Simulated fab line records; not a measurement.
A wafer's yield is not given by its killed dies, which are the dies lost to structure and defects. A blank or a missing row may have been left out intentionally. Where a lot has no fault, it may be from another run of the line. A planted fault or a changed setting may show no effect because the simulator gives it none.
fab line records / flow gf180mcu / part 2 of 2: steps 31 to 40 of 40
[record] lots = 5 wafers = 15 last-day = 34
route steps=602 shown STI@17 DNWELL@32 NWELL@42 LVPWELL@54
lots that met no fault: taken from a fault-free run of the same line
start-h: hours from the record's opening day to when the first of the lot's shown wafers began / wait-h: hours elapsed since this lot's preceding step / " the same as in the row above / L1.1+2: a row that stands for several wafers / - no value, or no start was given / * or withheld: withheld / < > ~ a bound
route shown NAME@n: names a module that has steps shown in the file, with the first one's number in the route / usual: mean and standard deviation over wafers with no fault / same: alike in all rows / chamber/n: place in a boat / sites: the reading at each site / _std_site: how widely they spread, as a standard deviation / _edge_site: outer sites' mean less inner sites' / radius-mm: how far each site lies from the wafer's centre / mask NAME#n: copy n / behind: the tool/chamber that last shaped the wafer / hold: the reason the lot was held/the length of the hold in hours/how it ended / device: the transistor (n, p or np) that didn't switch / end of line: the route-end tests of the same wafers / a step without rows: its recipe alone / killed: at the first sort, the dies lost to defects and structure; wafer yield is something else / map: per-die view of a wafer (x killed, . not killed, _ where there is no die)
set.NAME: the setting the step ran with; set.NAME@STEP: the setting that earlier step ran with / model.NAME: the simulator's own value behind a step, which no gauge read
lots at selected steps of the route; one table per step, one row per wafer
services: a tool's chamber out of use, with start hour (start-h, from the record's first day; less than 0 if before it), hours out, and reason
[[steps]]
[step GF_NWELL_PEB_05]
[recipe] temp-c = 115 time-s = withheld
[usual] heater-power-total-W = 69.34/0.12
lot.wafer=L078.2 tool=litho-track-01 chamber=0 start-h=- wait-h=- heater-power-total-W=69.25
lot.wafer=L078.3 tool=litho-track-01 chamber=0 start-h=- wait-h=- heater-power-total-W=69.28
lot.wafer=L078.6 tool=litho-track-01 chamber=0 start-h=- wait-h=- heater-power-total-W=69.35
lot.wafer=L080.3 tool=litho-track-02 chamber=0 start-h=- wait-h=- heater-power-total-W=69.12
lot.wafer=L080.5 tool=litho-track-02 chamber=0 start-h=- wait-h=- heater-power-total-W=69.20
lot.wafer=L080.6 tool=litho-track-02 chamber=0 start-h=- wait-h=- heater-power-total-W=69.13
lot.wafer=L082.4 tool=litho-track-02 chamber=0 start-h=- wait-h=- heater-power-total-W=69.12
lot.wafer=L082.5 tool=litho-track-02 chamber=0 start-h=- wait-h=- heater-power-total-W=69.26
lot.wafer=L082.6 tool=litho-track-02 chamber=0 start-h=- wait-h=- heater-power-total-W=69.53
lot.wafer=L083.1 tool=litho-track-04 chamber=0 start-h=- wait-h=- heater-power-total-W=69.39
lot.wafer=L083.5 tool=litho-track-04 chamber=0 start-h=- wait-h=- heater-power-total-W=69.32
lot.wafer=L083.6 tool=litho-track-04 chamber=0 start-h=- wait-h=- heater-power-total-W=69.23
lot.wafer=L097.2 tool=litho-track-04 chamber=0 start-h=- wait-h=- heater-power-total-W=69.29
lot.wafer=L097.4 tool=litho-track-04 chamber=0 start-h=- wait-h=- heater-power-total-W=69.49
lot.wafer=L097.6 tool=litho-track-04 chamber=0 start-h=- wait-h=- heater-power-total-W=69.31
[step GF_NWELL_DEVELOP_06]
[recipe] wall-angle-deg = 90 develop-time-s = 60 dev-temp-c = 23
lot.wafer=L078.2+3+6 tool=litho-track-01 chamber=0 start-h=- wait-h=-
lot.wafer=L080.3+5+6 tool=litho-track-02 chamber=0 start-h=- wait-h=-
lot.wafer=L082.4+5+6 tool=litho-track-02 chamber=0 start-h=- wait-h=-
lot.wafer=L083.1+5+6 tool=litho-track-04 chamber=0 start-h=- wait-h=-
lot.wafer=L097.2+4+6 tool=litho-track-04 chamber=0 start-h=- wait-h=-
[step GF_NWELL_OVL_MEAS_07]
[usual] NWELL_OVL = 0.3/1.2
lot.wafer=L078.2 tool=overlay-01 chamber=- start-h=76.90 wait-h=- NWELL_OVL[nm]=0.5
lot.wafer=L078.3 tool=overlay-01 chamber=- start-h=76.90 wait-h=- NWELL_OVL[nm]=-0.4
lot.wafer=L078.6 tool=overlay-01 chamber=- start-h=76.90 wait-h=- NWELL_OVL[nm]=-0.4
lot.wafer=L080.3 tool=overlay-01 chamber=- start-h=87.66 wait-h=- NWELL_OVL[nm]=0.7
lot.wafer=L080.5 tool=overlay-01 chamber=- start-h=87.66 wait-h=- NWELL_OVL[nm]=1.2
lot.wafer=L080.6 tool=overlay-01 chamber=- start-h=87.66 wait-h=- NWELL_OVL[nm]=1.2
lot.wafer=L082.4 tool=overlay-02 chamber=- start-h=99.41 wait-h=- NWELL_OVL[nm]=0.1
lot.wafer=L082.5 tool=overlay-02 chamber=- start-h=99.41 wait-h=- NWELL_OVL[nm]=-0.4
lot.wafer=L082.6 tool=overlay-02 chamber=- start-h=99.41 wait-h=- NWELL_OVL[nm]=-0.5
lot.wafer=L083.1 tool=overlay-02 chamber=- start-h=103.14 wait-h=- NWELL_OVL[nm]=0.8
lot.wafer=L083.5 tool=overlay-02 chamber=- start-h=103.14 wait-h=- NWELL_OVL[nm]=-0.5
lot.wafer=L083.6 tool=overlay-02 chamber=- start-h=103.14 wait-h=- NWELL_OVL[nm]=-0.9
lot.wafer=L097.2 tool=overlay-02 chamber=- start-h=182.44 wait-h=- NWELL_OVL[nm]=2.1
lot.wafer=L097.4 tool=overlay-02 chamber=- start-h=182.44 wait-h=- NWELL_OVL[nm]=0.6
lot.wafer=L097.6 tool=overlay-02 chamber=- start-h=182.44 wait-h=- NWELL_OVL[nm]=-0.6
[step GF_NWELL_IMPLANT_08]
[recipe] species = P energy-kev = 438 dose-cm2 = 1.5e+13 tilt-deg = 0
[usual] beam-energy-keV = 438.01/0.13 end-station-pressure-torr = 5.12e-06/2.5e-07
lot.wafer=L078.2 tool=implanter-02 chamber=0 start-h=76.96 wait-h=0.0 beam-energy-keV=437.96 end-station-pressure-torr=5.06e-06
lot.wafer=L078.3 tool=implanter-02 chamber=0 start-h=76.96 wait-h=0.0 beam-energy-keV=438.20 end-station-pressure-torr=4.77e-06
lot.wafer=L078.6 tool=implanter-02 chamber=0 start-h=76.96 wait-h=0.0 beam-energy-keV=438.03 end-station-pressure-torr=5.35e-06
lot.wafer=L080.3 tool=implanter-04 chamber=0 start-h=87.73 wait-h=0.1 beam-energy-keV=438.06 end-station-pressure-torr=4.76e-06
lot.wafer=L080.5 tool=implanter-04 chamber=0 start-h=87.73 wait-h=0.1 beam-energy-keV=437.98 end-station-pressure-torr=5.31e-06
lot.wafer=L080.6 tool=implanter-04 chamber=0 start-h=87.73 wait-h=0.1 beam-energy-keV=438.03 end-station-pressure-torr=4.98e-06
lot.wafer=L082.4 tool=implanter-01 chamber=0 start-h=99.51 wait-h=0.1 beam-energy-keV=438.24 end-station-pressure-torr=4.76e-06
lot.wafer=L082.5 tool=implanter-01 chamber=0 start-h=99.51 wait-h=0.1 beam-energy-keV=438.00 end-station-pressure-torr=4.81e-06
lot.wafer=L082.6 tool=implanter-01 chamber=0 start-h=99.51 wait-h=0.1 beam-energy-keV=438.13 end-station-pressure-torr=4.9e-06
lot.wafer=L083.1 tool=implanter-02 chamber=0 start-h=103.17 wait-h=0.0 beam-energy-keV=438.35 end-station-pressure-torr=5.16e-06
lot.wafer=L083.5 tool=implanter-02 chamber=0 start-h=103.17 wait-h=0.0 beam-energy-keV=438.14 end-station-pressure-torr=5.43e-06
lot.wafer=L083.6 tool=implanter-02 chamber=0 start-h=103.17 wait-h=0.0 beam-energy-keV=438.25 end-station-pressure-torr=5.42e-06
lot.wafer=L097.2 tool=implanter-02 chamber=0 start-h=182.50 wait-h=0.0 beam-energy-keV=438.06 end-station-pressure-torr=5.04e-06
lot.wafer=L097.4 tool=implanter-02 chamber=0 start-h=182.50 wait-h=0.0 beam-energy-keV=437.79 end-station-pressure-torr=5.25e-06
lot.wafer=L097.6 tool=implanter-02 chamber=0 start-h=182.50 wait-h=0.0 beam-energy-keV=437.92 end-station-pressure-torr=5.02e-06
[step GF_NWELL_IMPLANT_09]
[recipe] species = P energy-kev = 160 dose-cm2 = 4e+12 tilt-deg = 0
[usual] beam-energy-keV = 160.01/0.045 end-station-pressure-torr = 5.01e-06/2.5e-07
lot.wafer=L078.2 tool=implanter-02 chamber=0 start-h=77.11 wait-h=0.1 beam-energy-keV=159.97 end-station-pressure-torr=5.14e-06
lot.wafer=L078.3 tool=implanter-02 chamber=0 start-h=77.11 wait-h=0.1 beam-energy-keV=159.95 end-station-pressure-torr=5.13e-06
lot.wafer=L078.6 tool=implanter-02 chamber=0 start-h=77.11 wait-h=0.1 beam-energy-keV=159.99 end-station-pressure-torr=4.98e-06
lot.wafer=L080.3 tool=implanter-04 chamber=0 start-h=87.88 wait-h=0.1 beam-energy-keV=160.07 end-station-pressure-torr=5.05e-06
lot.wafer=L080.5 tool=implanter-04 chamber=0 start-h=87.88 wait-h=0.1 beam-energy-keV=160.06 end-station-pressure-torr=5.4e-06
lot.wafer=L080.6 tool=implanter-04 chamber=0 start-h=87.88 wait-h=0.1 beam-energy-keV=159.99 end-station-pressure-torr=5.09e-06
lot.wafer=L082.4 tool=implanter-01 chamber=0 start-h=99.66 wait-h=0.1 beam-energy-keV=159.99 end-station-pressure-torr=4.7e-06
lot.wafer=L082.5 tool=implanter-01 chamber=0 start-h=99.66 wait-h=0.1 beam-energy-keV=159.96 end-station-pressure-torr=4.94e-06
lot.wafer=L082.6 tool=implanter-01 chamber=0 start-h=99.66 wait-h=0.1 beam-energy-keV=160.04 end-station-pressure-torr=4.78e-06
lot.wafer=L083.1 tool=implanter-02 chamber=0 start-h=103.32 wait-h=0.1 beam-energy-keV=160.05 end-station-pressure-torr=4.74e-06
lot.wafer=L083.5 tool=implanter-02 chamber=0 start-h=103.32 wait-h=0.1 beam-energy-keV=160.09 end-station-pressure-torr=5.71e-06
lot.wafer=L083.6 tool=implanter-02 chamber=0 start-h=103.32 wait-h=0.1 beam-energy-keV=160.05 end-station-pressure-torr=5.25e-06
lot.wafer=L097.2 tool=implanter-02 chamber=0 start-h=182.65 wait-h=0.1 beam-energy-keV=159.98 end-station-pressure-torr=4.82e-06
lot.wafer=L097.4 tool=implanter-02 chamber=0 start-h=182.65 wait-h=0.1 beam-energy-keV=159.95 end-station-pressure-torr=5.03e-06
lot.wafer=L097.6 tool=implanter-02 chamber=0 start-h=182.65 wait-h=0.1 beam-energy-keV=160.03 end-station-pressure-torr=5.37e-06
[step GF_NWELL_STRIP_10]
[recipe] chemistry = O2/N2 power-w = 1400 pressure-mtorr = 1500 platen-temp-c = 250 o2-flow-sccm = 3000 n2-flow-sccm = 300 overash-fraction = 0.5
[usual] drypump-motor-current-A = 5.70/0.26 heater-power-w = 304/36 o2-flow-sccm = 3001/8.6 oes-product-au = 0.723/0.0049 platen-temp-c = 250.03/0.18 strip-time-to-endpoint-s = 36.91/0.086
lot.wafer=L078.2 tool=plasma-asher-02 chamber=1 start-h=77.23 wait-h=0.1 drypump-motor-current-A=5.96 heater-power-w=280 o2-flow-sccm=3006 oes-product-au=0.726 platen-temp-c=249.59 rf-hours-counter-h=41 strip-time-to-endpoint-s=36.90
lot.wafer=L078.3 tool=plasma-asher-02 chamber=1 start-h=77.23 wait-h=0.1 drypump-motor-current-A=5.93 heater-power-w=270 o2-flow-sccm=2995 oes-product-au=0.720 platen-temp-c=249.84 rf-hours-counter-h=- strip-time-to-endpoint-s=36.94
lot.wafer=L078.6 tool=plasma-asher-02 chamber=0 start-h=77.23 wait-h=0.1 drypump-motor-current-A=5.82 heater-power-w=339 o2-flow-sccm=2999 oes-product-au=0.720 platen-temp-c=250.06 rf-hours-counter-h=- strip-time-to-endpoint-s=37.00
lot.wafer=L080.3 tool=plasma-asher-02 chamber=1 start-h=88.01 wait-h=0.1 drypump-motor-current-A=5.97 heater-power-w=282 o2-flow-sccm=3000 oes-product-au=0.722 platen-temp-c=250.20 rf-hours-counter-h=- strip-time-to-endpoint-s=36.93
lot.wafer=L080.5 tool=plasma-asher-02 chamber=0 start-h=88.01 wait-h=0.1 drypump-motor-current-A=5.81 heater-power-w=341 o2-flow-sccm=3001 oes-product-au=0.722 platen-temp-c=249.85 rf-hours-counter-h=- strip-time-to-endpoint-s=36.97
lot.wafer=L080.6 tool=plasma-asher-02 chamber=1 start-h=88.01 wait-h=0.1 drypump-motor-current-A=5.96 heater-power-w=270 o2-flow-sccm=3010 oes-product-au=0.726 platen-temp-c=249.99 rf-hours-counter-h=- strip-time-to-endpoint-s=36.83
lot.wafer=L082.4 tool=plasma-asher-03 chamber=1 start-h=99.76 wait-h=0.1 drypump-motor-current-A=5.86 heater-power-w=325 o2-flow-sccm=3003 oes-product-au=0.712 platen-temp-c=249.89 rf-hours-counter-h=- strip-time-to-endpoint-s=36.97
lot.wafer=L082.5 tool=plasma-asher-03 chamber=0 start-h=99.76 wait-h=0.1 drypump-motor-current-A=5.40 heater-power-w=266 o2-flow-sccm=3014 oes-product-au=0.727 platen-temp-c=250.02 rf-hours-counter-h=- strip-time-to-endpoint-s=37.05
lot.wafer=L082.6 tool=plasma-asher-03 chamber=1 start-h=99.76 wait-h=0.1 drypump-motor-current-A=5.87 heater-power-w=329 o2-flow-sccm=3003 oes-product-au=0.724 platen-temp-c=249.84 rf-hours-counter-h=- strip-time-to-endpoint-s=36.99
lot.wafer=L083.1 tool=plasma-asher-01 chamber=1 start-h=103.47 wait-h=0.1 drypump-motor-current-A=5.96 heater-power-w=344 o2-flow-sccm=3021 oes-product-au=0.731 platen-temp-c=250.06 rf-hours-counter-h=46 strip-time-to-endpoint-s=36.91
lot.wafer=L083.5 tool=plasma-asher-01 chamber=1 start-h=103.47 wait-h=0.1 drypump-motor-current-A=5.98 heater-power-w=348 o2-flow-sccm=2998 oes-product-au=0.723 platen-temp-c=250.06 rf-hours-counter-h=- strip-time-to-endpoint-s=37.06
lot.wafer=L083.6 tool=plasma-asher-01 chamber=0 start-h=103.47 wait-h=0.1 drypump-motor-current-A=5.32 heater-power-w=283 o2-flow-sccm=3003 oes-product-au=0.715 platen-temp-c=250.09 rf-hours-counter-h=- strip-time-to-endpoint-s=37.03
lot.wafer=L097.2 tool=plasma-asher-03 chamber=0 start-h=182.77 wait-h=0.1 drypump-motor-current-A=5.41 heater-power-w=260 o2-flow-sccm=3011 oes-product-au=0.718 platen-temp-c=250.24 rf-hours-counter-h=42 strip-time-to-endpoint-s=36.85
lot.wafer=L097.4 tool=plasma-asher-03 chamber=0 start-h=182.77 wait-h=0.1 drypump-motor-current-A=5.42 heater-power-w=268 o2-flow-sccm=3006 oes-product-au=0.720 platen-temp-c=250.23 rf-hours-counter-h=- strip-time-to-endpoint-s=36.88
lot.wafer=L097.6 tool=plasma-asher-03 chamber=0 start-h=182.77 wait-h=0.1 drypump-motor-current-A=5.41 heater-power-w=258 o2-flow-sccm=2984 oes-product-au=0.723 platen-temp-c=249.99 rf-hours-counter-h=- strip-time-to-endpoint-s=36.78
[step GF_NWELL_TW_MEAS_11]
[usual] NWELL_TW = 1565/11
lot.wafer=L078.2 tool=film-metro-02 chamber=- start-h=77.34 wait-h=0.1 NWELL_TW=1564
lot.wafer=L078.3 tool=film-metro-02 chamber=- start-h=77.34 wait-h=0.1 NWELL_TW=1559
lot.wafer=L078.6 tool=film-metro-02 chamber=- start-h=77.34 wait-h=0.1 NWELL_TW=1566
lot.wafer=L080.3 tool=film-metro-01 chamber=- start-h=88.10 wait-h=0.1 NWELL_TW=1557
lot.wafer=L080.5 tool=film-metro-01 chamber=- start-h=88.10 wait-h=0.1 NWELL_TW=1559
lot.wafer=L080.6 tool=film-metro-01 chamber=- start-h=88.10 wait-h=0.1 NWELL_TW=1554
lot.wafer=L082.4 tool=film-metro-02 chamber=- start-h=99.86 wait-h=0.1 NWELL_TW=1554
lot.wafer=L082.5 tool=film-metro-02 chamber=- start-h=99.86 wait-h=0.1 NWELL_TW=1550
lot.wafer=L082.6 tool=film-metro-02 chamber=- start-h=99.86 wait-h=0.1 NWELL_TW=1551
lot.wafer=L083.1 tool=film-metro-04 chamber=- start-h=103.57 wait-h=0.1 NWELL_TW=1566
lot.wafer=L083.5 tool=film-metro-04 chamber=- start-h=103.57 wait-h=0.1 NWELL_TW=1578
lot.wafer=L083.6 tool=film-metro-04 chamber=- start-h=103.57 wait-h=0.1 NWELL_TW=1578
lot.wafer=L097.2 tool=film-metro-02 chamber=- start-h=182.88 wait-h=0.1 NWELL_TW=1569
lot.wafer=L097.4 tool=film-metro-02 chamber=- start-h=182.88 wait-h=0.1 NWELL_TW=1570
lot.wafer=L097.6 tool=film-metro-02 chamber=- start-h=182.88 wait-h=0.1 NWELL_TW=1561
[step GF_LVPWELL_DEHYDRATE_00]
[recipe] temp-c = 200 time-s = 60
[usual] heater-power-total-W = 160.37/0.13
lot.wafer=L078.2 tool=litho-track-04 chamber=0 start-h=83.21 wait-h=5.9 heater-power-total-W=160.52
lot.wafer=L078.3 tool=litho-track-04 chamber=0 start-h=83.21 wait-h=5.9 heater-power-total-W=160.20
lot.wafer=L078.6 tool=litho-track-04 chamber=0 start-h=83.21 wait-h=5.9 heater-power-total-W=160.42
lot.wafer=L080.3 tool=litho-track-02 chamber=0 start-h=93.49 wait-h=5.4 heater-power-total-W=160.35
lot.wafer=L080.5 tool=litho-track-02 chamber=0 start-h=93.49 wait-h=5.4 heater-power-total-W=160.24
lot.wafer=L080.6 tool=litho-track-02 chamber=0 start-h=93.49 wait-h=5.4 heater-power-total-W=160.51
lot.wafer=L082.4 tool=litho-track-02 chamber=0 start-h=106.42 wait-h=6.5 heater-power-total-W=160.45
lot.wafer=L082.5 tool=litho-track-02 chamber=0 start-h=106.42 wait-h=6.5 heater-power-total-W=160.53
lot.wafer=L082.6 tool=litho-track-02 chamber=0 start-h=106.42 wait-h=6.5 heater-power-total-W=160.13
lot.wafer=L083.1 tool=litho-track-04 chamber=0 start-h=110.54 wait-h=7.0 heater-power-total-W=160.23
lot.wafer=L083.5 tool=litho-track-04 chamber=0 start-h=110.54 wait-h=7.0 heater-power-total-W=160.42
lot.wafer=L083.6 tool=litho-track-04 chamber=0 start-h=110.54 wait-h=7.0 heater-power-total-W=160.48
lot.wafer=L097.2 tool=litho-track-04 chamber=0 start-h=190.26 wait-h=7.4 heater-power-total-W=160.41
lot.wafer=L097.4 tool=litho-track-04 chamber=0 start-h=190.26 wait-h=7.4 heater-power-total-W=160.37
lot.wafer=L097.6 tool=litho-track-04 chamber=0 start-h=190.26 wait-h=7.4 heater-power-total-W=160.46
[step GF_LVPWELL_HMDS_01]
[recipe] prime-time-s = 60 prime-temp-c = 120
lot.wafer=L078.2+3+6 tool=litho-track-04 chamber=0 start-h=83.36 wait-h=0.1
lot.wafer=L080.3+5+6 tool=litho-track-02 chamber=0 start-h=93.64 wait-h=0.1
lot.wafer=L082.4+5+6 tool=litho-track-02 chamber=0 start-h=106.57 wait-h=0.1
lot.wafer=L083.1+5+6 tool=litho-track-04 chamber=0 start-h=110.69 wait-h=0.1
lot.wafer=L097.2+4+6 tool=litho-track-04 chamber=0 start-h=190.41 wait-h=0.1
[step GF_LVPWELL_COAT_02]
[recipe] spin-rpm = 2038 resist-thk-nm = 3000
lot.wafer=L078.2+3+6 tool=litho-track-04 chamber=0 start-h=83.51 wait-h=0.1
lot.wafer=L080.3+5+6 tool=litho-track-02 chamber=0 start-h=93.79 wait-h=0.1
lot.wafer=L082.4+5+6 tool=litho-track-02 chamber=0 start-h=106.72 wait-h=0.1
lot.wafer=L083.1+5+6 tool=litho-track-04 chamber=0 start-h=110.84 wait-h=0.1
lot.wafer=L097.2+4+6 tool=litho-track-04 chamber=0 start-h=190.56 wait-h=0.1
[[services]]
tool=hdpcvd-02 chamber=- start-h=30.80 hours=3.0 kind=repair
tool=implanter-04 chamber=- start-h=33.58 hours=11.8 kind=pm
tool=hdpcvd-01 chamber=1 start-h=57.16 hours=4.2 kind=repair
tool=implanter-04 chamber=- start-h=62.65 hours=19.8 kind=repair
tool=furnace-02 chamber=- start-h=74.30 hours=2.8 kind=pm
tool=furnace-01 chamber=- start-h=82.38 hours=3.4 kind=pm
tool=cmp-01 chamber=- start-h=82.44 hours=1.8 kind=repair
tool=implanter-04 chamber=- start-h=82.46 hours=3.6 kind=pm
tool=implanter-02 chamber=- start-h=94.10 hours=1.9 kind=pm
tool=plasma-asher-02 chamber=- start-h=97.92 hours=12.8 kind=repair
tool=plasma-asher-03 chamber=- start-h=100.43 hours=9.8 kind=repair
tool=implanter-03 chamber=- start-h=110.13 hours=2.4 kind=repair
tool=hdpcvd-02 chamber=- start-h=113.26 hours=1.1 kind=repair
tool=plasma-asher-02 chamber=- start-h=116.65 hours=5.8 kind=repair
tool=cmp-01 chamber=- start-h=116.94 hours=0.3 kind=repair
tool=implanter-03 chamber=- start-h=126.23 hours=1.2 kind=pm
tool=hdpcvd-02 chamber=1 start-h=137.60 hours=9.0 kind=repair
tool=iline-stepper-02 chamber=- start-h=144.97 hours=2.1 kind=pm
tool=implanter-02 chamber=- start-h=146.55 hours=20.2 kind=pm
tool=implanter-01 chamber=- start-h=161.21 hours=5.0 kind=repair
tool=implanter-02 chamber=- start-h=166.77 hours=9.5 kind=pm
tool=implanter-02 chamber=- start-h=169.11 hours=4.1 kind=repair
tool=plasma-asher-03 chamber=- start-h=172.22 hours=1.0 kind=repair
tool=hdpcvd-01 chamber=- start-h=178.95 hours=1.0 kind=repair
